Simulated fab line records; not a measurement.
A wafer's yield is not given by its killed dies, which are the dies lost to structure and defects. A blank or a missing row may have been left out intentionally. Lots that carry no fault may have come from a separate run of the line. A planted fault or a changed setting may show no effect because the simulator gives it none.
fab line records	flow sky130
[record] lots = 7	wafers = 21	last_day = 50
route steps=708 shown VIA2@523 METAL3@532 PAD_OPEN@708
lots with no fault: from the same line, run without faults
start_h: hours from the record's opening day to when the first of the lot's shown wafers began	wait_h: hours from the lot's prior step to this one	" as in the row above	L1.1+2: several wafers, shown together as one row	- either no value or no given start	* or withheld: withheld	< > ~ a bound
route shown NAME@n: names a module that has steps shown in the file, with the first one's number in the route	usual: mean and standard deviation over wafers with no fault	same: alike in all rows	chamber/n: place in a boat	sites: per-site readings	_std_site: the values' standard deviation	_edge_site: outer sites' mean less inner sites'	radius_mm: how far each site lies from the wafer's centre	mask NAME#n: copy n	behind: tool/chamber where the wafer was last shaped	hold: why the lot was held/for how many hours/how that ended	device: transistor that didn't switch, given as n, p or np	end of line: the tests these same wafers got at the end of their route	step lacking rows: just its recipe	killed: not the wafer's yield, but the dies lost to structure and defects at the first sort	map: the dies of a wafer, with x for killed, . for not killed, _ for no die there
set.NAME: the setting that was run; set.NAME@STEP: the one run at that earlier step	model.NAME: the simulator's own value behind a step, which no gauge read
certain route steps with their lots: each step a table, each wafer a row
services: when a tool's chamber went out of use (start_h, in hours from the record's first day, below 0 if earlier), for how many hours, and the reason
[[steps]]
[step SKY_VIA2_STRIP_16]
[recipe] chemistry = O2/N2	power_w = 1400	pressure_mtorr = 1500	platen_temp_c = withheld	o2_flow_sccm = 3000	n2_flow_sccm = 300	overash_fraction = 0.5
[usual] drypump_motor_current_A = 5.87/0.12	oes_product_au = 0.399/0.0047	strip_time_to_endpoint_s = 4.057/0.029
lot.wafer	tool	chamber	start_h	wait_h	drypump_motor_current_A	oes_product_au	rf_hours_counter_h	strip_time_to_endpoint_s
L241.2	plasma_asher-03	0	859.17	0.0	5.99	0.402	10	4.040
L241.3	"	1	"	"	5.87	0.403	-	4.064
L241.6	"	1	"	"	5.85	0.404	-	4.046
L245.2	plasma_asher-01	1	890.08	0.0	5.77	0.397	78	4.057
L245.5	"	0	"	"	5.86	0.394	-	4.066
L245.6	"	1	"	"	5.81	0.404	-	4.096
L253.2	plasma_asher-02	1	953.33	0.0	5.70	0.400	107	4.049
L253.3	"	0	"	"	6.01	0.396	-	4.029
L253.6	"	1	"	"	5.71	0.392	-	4.055
L254.1	plasma_asher-01	0	958.47	0.0	5.87	0.392	85	3.989
L254.3	"	0	"	"	5.87	0.400	-	4.045
L254.5	"	0	"	"	5.87	0.385	-	4.026
L255.1	plasma_asher-01	1	964.32	0.0	5.80	0.393	85	4.030
L255.2	"	0	"	"	5.86	0.401	85	4.009
L255.3	"	0	"	"	5.88	0.396	-	4.009
L261.1	plasma_asher-01	1	999.82	0.0	5.82	0.400	90	4.084
L261.5	"	1	"	"	5.80	0.400	-	4.055
L261.6	"	0	"	"	5.84	0.401	-	4.094
L263.1	plasma_asher-01	1	1014.63	0.0	5.83	0.402	92	4.063
L263.3	"	1	"	"	5.83	0.400	-	4.075
L263.5	"	0	"	"	5.85	0.407	-	4.112
[step SKY_VIA2_STRIP_17]
[recipe] chemistry = post_etch_residue_remover	time_s = 1200	temp_c = 72.5
[step SKY_VIA2_CLEAN_18]
[recipe] chemistry = IPA	time_s = 180	temp_c = 25
[step SKY_VIA2_CLEAN_19]
[recipe] chemistry = O3/DIW	dry = n2_spin
[step SKY_VIA2_SPUTTER_20]
[recipe] material = TiN	target_thk_nm = 20	chamber_pressure_pa = 5	power_w = 4000	time_s = 80
[usual] cathode_dc_power_W = 4000.0/0.73	chamber_pressure_pa = 5.000/0.01	throttle_valve_pct = 29.9/0.84
lot.wafer	tool	chamber	start_h	wait_h	cathode_dc_power_W	chamber_pressure_pa	throttle_valve_pct
L241.2	pvd_sputter-02	-	859.77	0.0	3998.6	5.020	30.7
L241.3	"	-	"	"	4000.5	4.997	31.5
L241.6	"	-	"	"	3999.6	4.995	31.5
L245.2	pvd_sputter-04	-	890.71	0.0	4000.9	4.987	29.4
L245.5	"	-	"	"	4001.0	4.995	29.0
L245.6	"	-	"	"	4000.2	5.006	30.0
L253.2	pvd_sputter-04	-	953.97	0.0	3999.1	5.008	28.6
L253.3	"	-	"	"	3999.4	5.002	29.2
L253.6	"	-	"	"	3999.0	5.009	28.9
L254.1	pvd_sputter-04	-	959.07	0.0	4000.8	4.998	29.0
L254.3	"	-	"	"	4000.1	5.005	30.1
L254.5	"	-	"	"	3999.0	5.002	29.3
L255.1	pvd_sputter-04	-	964.95	0.0	4000.4	4.989	28.6
L255.2	"	-	"	"	3998.9	4.998	29.6
L255.3	"	-	"	"	3999.6	5.016	29.8
L261.1	pvd_sputter-04	-	1000.41	0.0	3999.1	5.012	29.4
L261.5	"	-	"	"	4000.0	5.008	29.4
L261.6	"	-	"	"	4000.7	4.996	30.0
L263.1	pvd_sputter-02	-	1015.27	0.0	3999.3	4.992	31.1
L263.3	"	-	"	"	3999.3	5.005	30.3
L263.5	"	-	"	"	4000.3	5.017	31.5
[step SKY_VIA2_CVD_21]
[recipe] material = W	target_thk_nm = 420	time_s = 126.4	temp_c = 400	pressure_torr = 40
[step SKY_VIA2_RS_MEAS_22]
[recipe] thk_meas_gauge = four-point-probe	reads = W_of_VIA2_CVD_21+TiN_of_VIA2_SPUTTER_20
[usual] VIA2_W_RS = 0.271/0.0046
lot.wafer	tool	chamber	start_h	wait_h	VIA2_W_RS[ohm/sq]
L241.2	film_metro-01	-	859.98	0.1	0.266
L241.3	"	-	"	"	0.273
L241.6	"	-	"	"	0.275
L245.2	film_metro-01	-	890.93	0.1	0.272
L245.5	"	-	"	"	0.264
L245.6	"	-	"	"	0.272
L253.2	film_metro-02	-	954.18	0.1	0.279
L253.3	"	-	"	"	0.277
L253.6	"	-	"	"	0.279
L254.1	film_metro-02	-	959.26	0.1	0.272
L254.3	"	-	"	"	0.268
L254.5	"	-	"	"	0.268
L255.1	film_metro-02	-	965.14	0.1	0.277
L255.2	"	-	"	"	0.278
L255.3	"	-	"	"	0.279
L261.1	film_metro-01	-	1000.73	0.2	0.267
L261.5	"	-	"	"	0.267
L261.6	"	-	"	"	0.265
L263.1	film_metro-02	-	1015.46	0.1	0.264
L263.3	"	-	"	"	0.272
L263.5	"	-	"	"	0.274
[step SKY_VIA2_THK_MEAS_23]
[recipe] thk_meas_gauge = xrf	reads = W_of_VIA2_CVD_21
[usual] VIA2_W_THK = 408/8.7
lot.wafer	tool	chamber	start_h	wait_h	VIA2_W_THK[nm]
L241.2	film_metro-01	-	860.09	0.1	416
L241.3	"	-	"	"	405
L241.6	"	-	"	"	405
L245.2	film_metro-01	-	891.04	0.1	411
L245.5	"	-	"	"	420
L245.6	"	-	"	"	408
L253.2	film_metro-02	-	954.29	0.1	400
L253.3	"	-	"	"	401
L253.6	"	-	"	"	401
L254.1	film_metro-02	-	959.38	0.1	411
L254.3	"	-	"	"	419
L254.5	"	-	"	"	418
L255.1	film_metro-02	-	965.26	0.1	402
L255.2	"	-	"	"	400
L255.3	"	-	"	"	399
L261.1	film_metro-01	-	1000.85	0.1	413
L261.5	"	-	"	"	412
L261.6	"	-	"	"	420
L263.1	film_metro-02	-	1015.58	0.1	427
L263.3	"	-	"	"	414
L263.5	"	-	"	"	412
[step SKY_VIA2_CMP_24]
[recipe] stop_on = SiO2	t_overpolish_s = 20	down_force_psi = 3.5	platen_rpm = 60	target_thk_nm = 0	pad_velocity_m_s = 0.94248
[step SKY_METAL3_SPUTTER_00]
[recipe] material = Ti	target_thk_nm = 15	power_w = 3000	time_s = 10	chamber_pressure_pa = 0.4
[usual] cathode_dc_power_W = 3000.0/0.57	chamber_pressure_pa = 0.3999/0.00083	throttle_valve_pct = 29.6/0.81
lot.wafer	tool	chamber	start_h	wait_h	cathode_dc_power_W	chamber_pressure_pa	throttle_valve_pct
L241.2	pvd_sputter-04	-	860.44	0.1	3000.4	0.4003	29.3
L241.3	"	-	"	"	2999.8	0.4002	29.7
L241.6	"	-	"	"	3000.5	0.4022	30.2
L245.2	pvd_sputter-03	-	891.39	0.1	2999.9	0.3998	28.8
L245.5	"	-	"	"	2999.5	0.3997	30.9
L245.6	"	-	"	"	2999.2	0.4004	30.9
L253.2	pvd_sputter-01	-	954.64	0.1	3000.5	0.4003	30.0
L253.3	"	-	"	"	3001.5	0.4018	29.2
L253.6	"	-	"	"	2999.4	0.4000	29.9
L254.1	pvd_sputter-04	-	959.74	0.1	2999.8	0.3994	29.3
L254.3	"	-	"	"	2999.0	0.3992	28.6
L254.5	"	-	"	"	3000.7	0.4006	28.6
L255.1	pvd_sputter-01	-	965.62	0.2	3000.4	0.3998	30.7
L255.2	"	-	"	"	3000.2	0.4009	29.0
L255.3	"	-	"	"	3000.1	0.4005	29.8
L261.1	pvd_sputter-03	-	1001.21	0.1	2999.5	0.3986	28.6
L261.5	"	-	"	"	2999.5	0.3990	28.9
L261.6	"	-	"	"	3000.5	0.3999	30.7
L263.1	pvd_sputter-04	-	1015.94	0.1	3000.4	0.3997	29.6
L263.3	"	-	"	"	2999.9	0.3998	28.6
L263.5	"	-	"	"	2999.5	0.3986	29.6
[step SKY_METAL3_SPUTTER_01]
[recipe] material = TiN	target_thk_nm = 20	power_w = 6500	time_s = 16.7	chamber_pressure_pa = 0.4
[usual] cathode_dc_power_W = 6500.0/1.1	chamber_pressure_pa = 0.4000/0.00085	throttle_valve_pct = 29.6/0.8
lot.wafer	tool	chamber	start_h	wait_h	cathode_dc_power_W	chamber_pressure_pa	throttle_valve_pct
L241.2	pvd_sputter-04	-	860.47	0.0	6498.7	0.3996	29.1
L241.3	"	-	"	"	6501.9	0.4001	29.5
L241.6	"	-	"	"	6501.1	0.3983	30.4
L245.2	pvd_sputter-03	-	891.41	0.0	6501.7	0.3981	28.8
L245.5	"	-	"	"	6498.8	0.3995	30.8
L245.6	"	-	"	"	6500.9	0.3997	30.7
L253.2	pvd_sputter-01	-	954.66	0.0	6499.4	0.3994	30.1
L253.3	"	-	"	"	6500.5	0.4007	29.1
L253.6	"	-	"	"	6502.6	0.3996	30.2
L254.1	pvd_sputter-04	-	959.76	0.0	6501.0	0.4012	29.3
L254.3	"	-	"	"	6499.3	0.4004	28.7
L254.5	"	-	"	"	6498.4	0.3998	28.4
L255.1	pvd_sputter-01	-	965.64	0.0	6500.9	0.4008	30.5
L255.2	"	-	"	"	6499.3	0.4014	29.1
L255.3	"	-	"	"	6499.8	0.4003	30.2
L261.1	pvd_sputter-03	-	1001.23	0.0	6500.9	0.3986	28.7
L261.5	"	-	"	"	6500.9	0.3984	28.7
L261.6	"	-	"	"	6500.7	0.3992	30.4
L263.1	pvd_sputter-04	-	1015.96	0.0	6499.9	0.3991	29.5
L263.3	"	-	"	"	6498.0	0.4006	28.7
L263.5	"	-	"	"	6501.2	0.4000	29.4
[step SKY_METAL3_SPUTTER_02]
[recipe] material = AlCu	target_thk_nm = 735	power_w = 10600	time_s = 39.1	chamber_pressure_pa = 0.4
[step SKY_METAL3_SPUTTER_03]
[recipe] material = Ti	target_thk_nm = 5	power_w = 3000	time_s = 3.3	chamber_pressure_pa = 0.4
[usual] cathode_dc_power_W = 3000.0/0.5	chamber_pressure_pa = 0.4000/0.00088	throttle_valve_pct = 29.6/0.77
lot.wafer	tool	chamber	start_h	wait_h	cathode_dc_power_W	chamber_pressure_pa	throttle_valve_pct
L241.2	pvd_sputter-04	-	860.53	0.0	2999.6	0.4006	29.2
L241.3	"	-	"	"	2999.9	0.3995	29.4
L241.6	"	-	"	"	2999.7	0.4010	29.7
L245.2	pvd_sputter-03	-	891.47	0.0	3000.1	0.3995	28.8
L245.5	"	-	"	"	2999.6	0.3992	30.5
L245.6	"	-	"	"	3000.2	0.4010	30.8
L253.2	pvd_sputter-01	-	954.73	0.0	-	-	-
L253.3	"	-	"	"	-	-	-
L253.6	"	-	"	"	-	-	-
L254.1	pvd_sputter-04	-	959.83	0.0	-	-	-
L254.3	"	-	"	"	-	-	-
L254.5	"	-	"	"	-	-	-
L255.1	pvd_sputter-01	-	965.71	0.0	-	-	-
L255.2	"	-	"	"	-	-	-
L255.3	"	-	"	"	-	-	-
L261.1	pvd_sputter-03	-	1001.30	0.0	3000.1	0.4015	28.6
L261.5	"	-	"	"	2999.9	0.4007	28.9
L261.6	"	-	"	"	3000.0	0.3991	30.7
L263.1	pvd_sputter-04	-	1016.02	0.0	2999.6	0.4009	29.5
L263.3	"	-	"	"	2999.6	0.4005	28.8
L263.5	"	-	"	"	2999.5	0.3991	29.3
[step SKY_METAL3_SPUTTER_04]
[recipe] material = TiN	target_thk_nm = 70	power_w = 6500	time_s = 58.3	chamber_pressure_pa = 0.4
[usual] cathode_dc_power_W = 6499.9/1.2	chamber_pressure_pa = 0.4001/0.00083	throttle_valve_pct = 29.6/0.8
lot.wafer	tool	chamber	start_h	wait_h	cathode_dc_power_W	chamber_pressure_pa	throttle_valve_pct
L241.2	pvd_sputter-04	-	860.55	0.0	6498.9	0.4002	29.5
L241.3	"	-	"	"	6500.3	0.3988	29.7
L241.6	"	-	"	"	6498.9	0.4020	29.8
L245.2	pvd_sputter-03	-	891.49	0.0	6499.5	0.4003	28.7
L245.5	"	-	"	"	6498.6	0.4001	30.8
L245.6	"	-	"	"	6500.9	0.4004	30.7
L253.2	pvd_sputter-01	-	954.75	0.0	6498.8	0.4008	30.2
L253.3	"	-	"	"	6497.3	0.4013	29.1
L253.6	"	-	"	"	6498.9	0.3999	30.2
L254.1	pvd_sputter-04	-	959.84	0.0	6501.4	0.4005	29.0
L254.3	"	-	"	"	6500.3	0.4002	28.6
L254.5	"	-	"	"	6497.8	0.3998	28.7
L255.1	pvd_sputter-01	-	965.73	0.0	6500.7	0.4008	30.7
L255.2	"	-	"	"	6501.8	0.3995	29.0
L255.3	"	-	"	"	6500.0	0.4004	29.9
L261.1	pvd_sputter-03	-	1001.32	0.0	6501.3	0.3997	28.5
L261.5	"	-	"	"	6500.1	0.3997	28.8
L261.6	"	-	"	"	6501.0	0.3999	30.6
L263.1	pvd_sputter-04	-	1016.04	0.0	6499.3	0.4010	29.5
L263.3	"	-	"	"	6499.2	0.4011	28.8
L263.5	"	-	"	"	6499.6	0.3994	29.3
[step SKY_PAD_OPEN_PROBE_99]
[usual] defect_limited_yield = 82.7/1.7	killed_at_M0_to_M3 = 41/6.2	killed_at_M4_up = 3.0/1.7	killed_at_contacts = 25/5.8	killed_at_front_end = 16/4.5	killed_at_other = 0.2/0.42	killed_dies = 85/8.4	killed_open = 46/5.9	killed_short = 39/6.3	sort_bin_3_pad_short = 0.9/0.4	sort_bin_5_function = 10.2/1.3	sort_bin_6_memory = 6.2/1	sort_n_pass = 407/8.4	sort_yield_pct = 82.7/1.7
[same] gross_dies = 492	killed_at_back_side = 0	sort_bin_4_leakage[%] = 0	sort_bin_8_speed[%] = 0
lot.wafer	tool	chamber	start_h	wait_h	defect_limited_yield[%]	killed_at_M0_to_M3	killed_at_M4_up	killed_at_contacts	killed_at_front_end	killed_at_other	killed_dies	killed_open	killed_short	sort_bin_3_pad_short[%]	sort_bin_5_function[%]	sort_bin_6_memory[%]	sort_n_pass	sort_yield_pct[%]	model.etest.via3_chain.rc_ohm
L241.2	prober-01	-	1088.71	0.1	81.1	43	2	36	12	0	93	47	46	0.6	12.0	6.3	399	81.1	9.916
L241.3	prober-01	-	1088.76	0.2	82.1	45	2	26	15	0	88	46	42	0.6	10.8	6.5	404	82.1	9.399
L241.6	prober-01	-	1088.91	0.2	83.1	36	5	32	10	0	83	48	34	0.6	11.2	5.1	409	83.1	9.941
L245.2	prober-01	-	1111.35	0.1	81.3	35	2	29	26	0	92	51	41	1.0	11.4	6.3	400	81.3	9.225
L245.5	prober-01	-	1111.50	0.2	81.7	54	6	20	10	0	90	48	42	0.8	11.4	6.1	402	81.7	9.605
L245.6	prober-01	-	1111.55	0.2	82.3	39	3	27	18	0	87	50	37	1.0	10.4	6.3	405	82.3	9.452
L253.2	prober-01	-	1159.91	0.1	85.0	38	2	20	14	0	74	45	28	0.6	9.1	5.3	418	85.0	11.72
L253.3	prober-01	-	1159.96	0.2	82.1	32	5	32	18	1	88	52	35	0.4	10.8	6.7	404	82.1	11.24
L253.6	prober-01	-	1160.11	0.2	80.9	51	1	28	14	0	94	48	46	0.6	12.0	6.5	398	80.9	11.92
L254.1	prober-02	-	1161.81	0.1	82.5	42	7	18	19	0	86	40	46	0.6	9.8	7.1	406	82.5	11.37
L254.3	prober-02	-	1161.91	0.2	84.1	50	1	17	9	1	78	47	31	0.4	9.8	5.7	414	84.1	11.54
L254.5	prober-02	-	1162.01	0.2	83.3	36	2	30	14	0	82	43	39	1.2	9.8	5.7	410	83.3	11.59
L255.1	prober-01	-	1165.92	0.1	83.1	44	5	24	10	0	83	49	34	1.0	9.6	6.3	409	83.1	11.87
L255.2	prober-01	-	1165.97	0.1	84.1	36	4	22	16	0	78	42	36	0.8	9.1	5.9	414	84.1	11.82
L255.3	prober-01	-	1166.02	0.2	81.3	52	1	24	15	0	92	46	46	0.8	11.2	6.7	400	81.3	10.58
L261.1	prober-01	-	1191.57	0.1	83.1	33	4	27	19	0	83	43	40	0.8	10.8	5.3	409	83.1	9.417
L261.5	prober-01	-	1191.77	0.2	83.9	34	2	22	21	0	79	43	36	0.2	9.6	6.3	413	83.9	9.362
L261.6	prober-01	-	1191.82	0.2	83.5	43	1	23	13	1	81	39	41	0.4	9.3	6.7	411	83.5	9.088
L263.1	prober-01	-	1202.81	0.1	85.2	35	0	30	8	0	73	44	29	0	8.9	5.9	419	85.2	9.914
L263.3	prober-01	-	1202.91	0.2	80.3	44	1	34	18	0	97	48	48	0.6	11.4	7.7	395	80.3	9.294
L263.5	prober-01	-	1203.01	0.2	81.5	55	1	22	13	0	91	43	48	1.8	9.6	7.1	401	81.5	9.578
// killed by level:class
L241.2 CONTACT:geometric_particle:open=14 VIA1:geometric_particle:open=13 CONTACT:geometric_particle:short=8 LOCAL_INTERCONNECT:geometric_particle:short=7 METAL2:geometric_particle:short=7 LI_CONTACT:geometric_particle:open=5 VIA1:geometric_particle:short=5 VIA2:geometric_particle:open=5
L241.3 CONTACT:geometric_particle:open=15 VIA1:geometric_particle:open=12 METAL1:geometric_particle:short=7 FIELD_ISO:geometric_particle:open=6 LOCAL_INTERCONNECT:geometric_particle:short=6 METAL3:geometric_particle:short=6 VIA1:geometric_particle:short=4 METAL2:geometric_particle:short=4
L241.6 LI_CONTACT:geometric_particle:open=12 VIA1:geometric_particle:open=11 LOCAL_INTERCONNECT:geometric_particle:short=7 CONTACT:geometric_particle:short=7 CONTACT:geometric_particle:open=6 VIA2:geometric_particle:open=6 VIA3:geometric_particle:open=5 POLY_GATE:geometric_particle:short=4
L245.2 VIA1:geometric_particle:open=10 CONTACT:geometric_particle:open=9 FIELD_ISO:geometric_particle:short=6 SPACER:geometric_particle:open=6 CONTACT:geometric_particle:short=6 VIA2:geometric_particle:open=6 FIELD_ISO:geometric_particle:open=5 LI_CONTACT:geometric_particle:open=5
L245.5 CONTACT:geometric_particle:open=11 VIA1:geometric_particle:open=10 VIA2:geometric_particle:open=7 VIA3:geometric_particle:open=7 VIA3:geometric_particle:short=6 CONTACT:geometric_particle:short=5 VIA1:geometric_particle:short=5 POLY_GATE:geometric_particle:short=4
L245.6 VIA1:geometric_particle:open=10 VIA2:geometric_particle:open=8 CONTACT:geometric_particle:open=7 LI_CONTACT:geometric_particle:open=7 FIELD_ISO:geometric_particle:open=6 POLY_GATE:geometric_particle:short=5 LOCAL_INTERCONNECT:geometric_particle:short=5 VIA3:geometric_particle:open=5
L253.2 VIA1:geometric_particle:open=8 LI_CONTACT:geometric_particle:open=7 CONTACT:geometric_particle:open=7 VIA3:geometric_particle:open=6 VIA2:geometric_particle:open=5 FIELD_ISO:geometric_particle:open=4 FIELD_ISO:geometric_particle:short=4 METAL1:geometric_particle:short=4
L253.3 CONTACT:geometric_particle:open=12 LI_CONTACT:geometric_particle:open=9 VIA1:geometric_particle:open=7 VIA3:geometric_particle:open=6 CONTACT:geometric_particle:short=5 METAL1:geometric_particle:short=5 METAL4:geometric_particle:short=5 POLY_GATE:geometric_particle:short=4
L253.6 LI_CONTACT:geometric_particle:open=12 VIA1:geometric_particle:open=10 METAL2:geometric_particle:short=8 METAL3:geometric_particle:short=8 CONTACT:geometric_particle:open=7 METAL1:geometric_particle:short=6 LOCAL_INTERCONNECT:geometric_particle:short=5 VIA1:geometric_particle:short=5
L254.1 VIA1:geometric_particle:short=11 VIA1:geometric_particle:open=9 POLY_GATE:geometric_particle:short=8 CONTACT:geometric_particle:open=8 METAL2:geometric_particle:short=7 LI_CONTACT:geometric_particle:open=5 METAL4:geometric_particle:short=5 VIA3:geometric_particle:open=5
L254.3 VIA1:geometric_particle:open=16 VIA2:geometric_particle:open=7 METAL2:geometric_particle:short=6 LI_CONTACT:geometric_particle:open=6 VIA3:geometric_particle:open=6 CONTACT:geometric_particle:open=5 POLY_GATE:geometric_particle:short=4 METAL1:geometric_particle:short=4
L254.5 VIA1:geometric_particle:open=11 CONTACT:geometric_particle:open=10 LI_CONTACT:geometric_particle:open=6 LI_CONTACT:geometric_particle:short=5 VIA3:geometric_particle:open=5 LOCAL_INTERCONNECT:geometric_particle:short=4 CONTACT:geometric_particle:short=4 METAL2:geometric_particle:short=4
L255.1 VIA1:geometric_particle:open=13 CONTACT:geometric_particle:open=8 CONTACT:geometric_particle:short=7 FIELD_ISO:geometric_particle:open=6 METAL3:geometric_particle:short=6 LI_CONTACT:geometric_particle:open=5 METAL1:geometric_particle:open=4 VIA2:geometric_particle:open=4
L255.2 VIA1:geometric_particle:open=10 METAL1:geometric_particle:short=9 LI_CONTACT:geometric_particle:open=8 VIA3:geometric_particle:open=6 FIELD_ISO:geometric_particle:open=5 CONTACT:geometric_particle:open=5 FIELD_ISO:geometric_particle:short=4 LI_CONTACT:geometric_particle:short=4
L255.3 VIA1:geometric_particle:open=14 CONTACT:geometric_particle:open=12 METAL1:geometric_particle:short=9 METAL2:geometric_particle:short=6 VIA2:geometric_particle:short=6 POLY_GATE:geometric_particle:short=5 CONTACT:geometric_particle:short=5 VIA1:geometric_particle:short=5
L261.1 LI_CONTACT:geometric_particle:open=8 CONTACT:geometric_particle:open=7 VIA1:geometric_particle:open=7 FIELD_ISO:geometric_particle:short=6 FIELD_ISO:geometric_particle:open=5 LOCAL_INTERCONNECT:geometric_particle:short=5 METAL2:geometric_particle:short=5 VIA2:geometric_particle:short=5
L261.5 CONTACT:geometric_particle:open=12 FIELD_ISO:geometric_particle:open=7 VIA2:geometric_particle:open=7 FIELD_ISO:geometric_particle:short=6 VIA1:geometric_particle:open=6 CONTACT:geometric_particle:short=5 VIA1:geometric_particle:short=5 VIA3:geometric_particle:open=5
L261.6 CONTACT:geometric_particle:open=11 VIA1:geometric_particle:open=10 METAL1:geometric_particle:short=9 LI_CONTACT:geometric_particle:open=5 VIA3:geometric_particle:open=5 FIELD_ISO:geometric_particle:short=4 POLY_GATE:geometric_particle:short=4 VIA3:geometric_particle:short=4
L263.1 LI_CONTACT:geometric_particle:open=10 VIA1:geometric_particle:open=8 CONTACT:geometric_particle:open=7 VIA3:geometric_particle:open=7 CONTACT:geometric_particle:short=6 VIA2:geometric_particle:open=6 FIELD_ISO:geometric_particle:short=5 METAL1:geometric_particle:short=5
L263.3 CONTACT:geometric_particle:open=13 VIA1:geometric_particle:open=10 LOCAL_INTERCONNECT:geometric_particle:short=10 METAL1:geometric_particle:short=8 LI_CONTACT:geometric_particle:open=7 METAL2:geometric_particle:short=7 FIELD_ISO:geometric_particle:open=6 VIA1:geometric_particle:short=4
L263.5 VIA1:geometric_particle:open=14 LI_CONTACT:geometric_particle:short=7 VIA3:geometric_particle:open=7 METAL1:geometric_particle:short=7 METAL2:geometric_particle:short=7 VIA2:geometric_particle:open=7 POLY_GATE:geometric_particle:short=6 LOCAL_INTERCONNECT:geometric_particle:short=6
[[services]]
tool	chamber	start_h	hours	kind
pvd_sputter-02	-	836.53	0.7	repair
plasma_asher-01	-	865.62	2.9	repair
pvd_sputter-02	-	889.00	82.0	repair
pvd_sputter-01	2	889.71	-	consumable_replace:kit
pvd_sputter-01	2	889.71	18.0	scheduled_down
pvd_sputter-01	2	889.71	18.0	vent_cycle
plasma_asher-02	-	905.53	1.8	repair
pvd_sputter-01	-	918.66	5.4	repair
pvd_sputter-01	-	922.28	7.5	repair
plasma_asher-02	-	923.32	2.3	repair
plasma_asher-03	-	923.77	8.7	repair
pvd_sputter-03	2	936.80	-	consumable_replace:kit
pvd_sputter-03	2	936.80	18.0	scheduled_down
pvd_sputter-03	2	936.80	18.0	vent_cycle
pvd_sputter-03	-	951.15	5.0	repair
pvd_sputter-03	-	959.51	15.5	repair
plasma_asher-02	-	975.31	159.8	pm
plasma_asher-03	-	979.71	6.8	repair
pvd_sputter-04	1	988.64	-	consumable_replace:kit
pvd_sputter-04	1	988.64	18.0	scheduled_down
pvd_sputter-04	1	988.64	18.0	vent_cycle
pvd_sputter-01	1	999.42	-	consumable_replace:kit
pvd_sputter-01	1	999.42	18.0	scheduled_down
pvd_sputter-01	1	999.42	18.0	vent_cycle
[[key]]
[first_sign] step = SKY_METAL3_SPUTTER_03	reading = tool_record	direction = missing
effect none on later readings
[model_effect] step = SKY_PAD_OPEN_PROBE_99	value = etest.via3_chain.rc_ohm	without = 9.568	struck = 11.52
met_at SKY_METAL3_SPUTTER_03
struck_wafers L253.2,L253.3,L253.6,L254.1,L254.3,L254.5,L255.1,L255.2,L255.3
onset_between 860.53 954.73
[fault] kind = skipped_step_whole	tool = pvd_sputter-01,pvd_sputter-04	chamber = -	onset_h = 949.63	steps = SKY_METAL3_SPUTTER_03	scope = struck_lots_only
